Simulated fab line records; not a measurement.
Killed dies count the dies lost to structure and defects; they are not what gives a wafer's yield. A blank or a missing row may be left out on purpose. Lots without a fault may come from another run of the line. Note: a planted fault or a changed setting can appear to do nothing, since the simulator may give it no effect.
Which tool was responsible?	flow gf180mcu	14 lots with 42 wafers sampled at 4 steps, on a route of 602 steps

== WHAT EACH GAUGE READ, for each wafer ==
GF_STI_THK_MEAS_02. Usual: STI_OXIDATION_THK typically reads 10.02 nm, with standard deviation 0.19.
lot	measured	on	STI_OXIDATION_THK (nm)	flag
L564	day 1 16:32	filmMetro-04	10.14 9.97 10.04	
L565	day 1 21:31	filmMetro-02	9.95 9.98 10.00	
L566	day 2 02:44	filmMetro-03	10.07 10.05 9.96	
L571	day 3 03:31	filmMetro-03	10.17 9.94 10.39	
L572	day 3 08:31	filmMetro-04	10.04 10.01 10.16	
L576	day 4 05:16	filmMetro-03	10.29 10.16 10.13	
L578	day 4 16:48	filmMetro-03	10.13 9.91 9.94	
L579	day 4 22:13	filmMetro-02	10.22 10.13 10.20	
L580	day 5 01:03	filmMetro-03	9.84 9.94 9.89	
L581	day 5 05:32	filmMetro-03	10.06 9.95 9.76	
L583	day 5 16:47	filmMetro-03	10.06 9.99 10.06	
L584	day 5 21:10	filmMetro-02	9.90 10.06 10.04	
L585	day 6 01:37	filmMetro-02	10.07 10.22 10.12	
L586	day 6 06:31	filmMetro-04	9.92 10.05 9.94	

GF_VT_IMPLANT_RS_MEAS_47: uses a four-point probe to measure. Usual: NWELL_RS typically reads 488.1 ohm/sq, with standard deviation 1.1.
lot	measured	on	NWELL_RS (ohm/sq)	flag
L564	day 7 20:10	filmMetro-04	488.4 489.4 488.8	
L565	day 8 01:50	filmMetro-01	486.9 487.6 487.1	
L566	day 8 13:26	filmMetro-04	487.6 489.4 487.5	
L571	day 9 19:52	filmMetro-04	490.0 487.9 488.4	
L572	day 10 03:08	filmMetro-03	488.5 488.2 490.0	
L576	day 11 08:59	filmMetro-03	486.9 487.4 486.9	
L578	day 11 20:57	filmMetro-03	488.3 487.2 487.7	
L579	day 12 04:02	filmMetro-03	487.9 487.4 488.2	
L580	day 12 07:00	filmMetro-03	486.6 486.6 487.5	
L581	day 12 14:10	filmMetro-01	486.7 486.9 486.0	
L583	day 13 07:06	filmMetro-01	487.5 488.5 487.2	
L584	day 13 15:57	filmMetro-04	489.0 489.6 489.9	
L585	day 13 18:02	filmMetro-03	487.0 488.3 488.6	
L586	day 14 00:34	filmMetro-01	488.4 488.2 488.9	

GF_HV_LDD_CD_MEAS_07: target cd 400 nm. Usual: cdNm reads 400.1 nm (standard deviation 2.5).
lot	measured	on	cdNm (nm)	flag
L564	day 10 05:18	cdSem-01	398.3 397.6 397.6	
L565	day 10 15:19	cdSem-01	397.8 399.6 401.6	
L566	day 11 03:31	cdSem-02	400.5 401.0 398.4	
L571	day 12 12:38	cdSem-02	439.0 396.6 438.6	OFF
L572	day 12 21:07	cdSem-02	401.2 438.0 438.3	OFF
L576	day 14 02:57	cdSem-01	404.0 404.4 404.6	
L578	day 14 15:34	cdSem-01	398.1 399.4 398.0	
L579	day 15 02:35	cdSem-01	399.3 401.3 399.7	
L580	day 15 03:49	cdSem-01	397.8 397.0 399.8	
L581	day 15 13:12	cdSem-02	403.0 404.6 402.0	
L583	day 16 08:30	cdSem-01	398.4 397.1 399.4	
L584	day 16 17:29	cdSem-01	400.6 399.1 399.2	
L585	day 16 20:53	cdSem-01	403.2 401.0 400.7	
L586	day 17 02:04	cdSem-02	397.0 398.1 398.2	

== EACH LOT AND THE TOOL THAT RAN IT (in order: tool; ch and the chambers of the sampled wafers; start) ==
lot	GF_HV_LDD_DEVELOP_06
L564	lithoTrack-02 ch 0, day 10 05:10
L565	lithoTrack-02 ch 0, day 10 15:10
L566	lithoTrack-01 ch 0, day 11 03:22
L571	lithoTrack-01 ch 0, day 12 12:29
L572	lithoTrack-01 ch 0, day 12 20:58
L576	lithoTrack-02 ch 0, day 14 02:48
L578	lithoTrack-02 ch 0, day 14 15:26
L579	lithoTrack-04 ch 0, day 15 02:26
L580	lithoTrack-02 ch 0, day 15 03:41
L581	lithoTrack-01 ch 0, day 15 13:04
L583	lithoTrack-04 ch 0, day 16 08:21
L584	lithoTrack-01 ch 0, day 16 17:20
L585	lithoTrack-04 ch 0, day 16 20:45
L586	lithoTrack-02 ch 0, day 17 01:56
- GF_HV_LDD_DEVELOP_06: develop time 60 s.

== AS READ BY THE TOOLS THEMSELVES (means over the sampled wafers that have a number; for cases with no such wafer, the mark the record gives instead) ==
GF_HV_LDD_DEVELOP_06. Usual: developerTempC reads 23.01 C (standard deviation 0.11).
lot	tool	developerTempC (C)	flag
L564	lithoTrack-02	23.02	
L565	lithoTrack-02	22.99	
L566	lithoTrack-01	23.10	
L571	lithoTrack-01	23.05	
L572	lithoTrack-01	23.02	
L576	lithoTrack-02	22.97	
L578	lithoTrack-02	23.01	
L579	lithoTrack-04	23.16	
L580	lithoTrack-02	22.93	
L581	lithoTrack-01	22.89	
L583	lithoTrack-04	23.10	
L584	lithoTrack-01	23.14	
L585	lithoTrack-04	23.05	
L586	lithoTrack-02	22.96	

== THE ANSWER, worked out from the rows above alone ==
Rule: a lot is off if the mean of its wafers that have a number lies more than 3 standard deviations from the usual mean. A lot without any number at a reading at which 4 lots or more have one is off too. All remaining lots with rows at the step are treated as sound. The gauges are gone through in route order, then the tools' own readings, and for those a lot's mean is taken as printed above. At the first step where some lot is off, the reading lying furthest off is the one used; lots without a number count as furthest.
Off, at GF_HV_LDD_CD_MEAS_07 on cdNm: L571, L572.
A tool fits if, at a process step before that reading, it ran every lot that is off, and no sound lot after the first of them. Gauges at GF_HV_LDD_CD_MEAS_07: tried the same way as those tools. None of those tried fits.

== WHAT THE SIMULATOR HAD PUT IN ==
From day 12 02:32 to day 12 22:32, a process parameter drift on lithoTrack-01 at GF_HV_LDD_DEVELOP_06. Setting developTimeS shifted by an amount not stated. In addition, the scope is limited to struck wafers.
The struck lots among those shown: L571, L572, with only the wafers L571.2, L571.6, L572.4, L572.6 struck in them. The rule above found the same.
